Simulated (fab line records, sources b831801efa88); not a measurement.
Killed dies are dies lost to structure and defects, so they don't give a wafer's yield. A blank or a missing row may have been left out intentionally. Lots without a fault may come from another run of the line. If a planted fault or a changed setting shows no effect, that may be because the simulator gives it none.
Which of the tools did it?	flow gf180mcu	Sampling: 7 lots, 21 wafers, 2 of 602 route steps

== WHAT EACH GAUGE READ, for each wafer ==
GF_V5_OVL_MEAS_15.
lot	measured	on	V5_OVL (nm)
L829	day 27 12:22	overlay-01	1 1 2
L831	day 28 04:02	overlay-01	-5 1 3
L834	day 29 04:10	overlay-01	-1 -5 -4
L840	day 30 21:25	overlay-01	2 -6 2
L845	day 32 04:25	overlay-02	2 7 5
L849	day 33 04:14	overlay-01	7 11 5
L851	day 33 12:19	overlay-01	-4 -1 -1

== WHICH TOOL RAN EACH LOT (tool, then ch and the chambers of the sampled wafers, then the start) ==
lot	GF_CONTACT_CMP_27
L829	cmp-02 ch 0,1,3, day 16 09:32
L831	cmp-01 ch 1,3, day 17 07:26
L834	cmp-02 ch 0,1,2, day 18 09:23
L840	cmp-01 ch 0,1,2, day 20 14:44
L845	cmp-02 ch 1,2,3, day 22 07:46
L849	cmp-02 ch 2,3, day 23 16:05
L851	cmp-02 ch 1,2,3, day 24 07:32
- GF_CONTACT_CMP_27: polishes, stops on SiO2, t overpolish 15 s, target thk 0 nm.

== THE ANSWER, worked out from the rows above alone ==
Rule: what is usual is taken from the lots themselves. The widest of any qualifying gaps counts: lots, ordered by their means at a reading, are off when they make up no more than a third of the lots, leave a main group of 4 or more, and stand apart from it by 3 or more times the standard deviation of that group's means. A main group is skipped when, at the precision printed for the reading in the tables above, its means are all equal. Also off: a lot with no number at a reading for which 4 or more lots have one. The other lots that the step has rows for count as sound.
None of the lots is off at any reading shown; this tells nothing.

== WHAT THE SIMULATOR HAD PUT IN ==
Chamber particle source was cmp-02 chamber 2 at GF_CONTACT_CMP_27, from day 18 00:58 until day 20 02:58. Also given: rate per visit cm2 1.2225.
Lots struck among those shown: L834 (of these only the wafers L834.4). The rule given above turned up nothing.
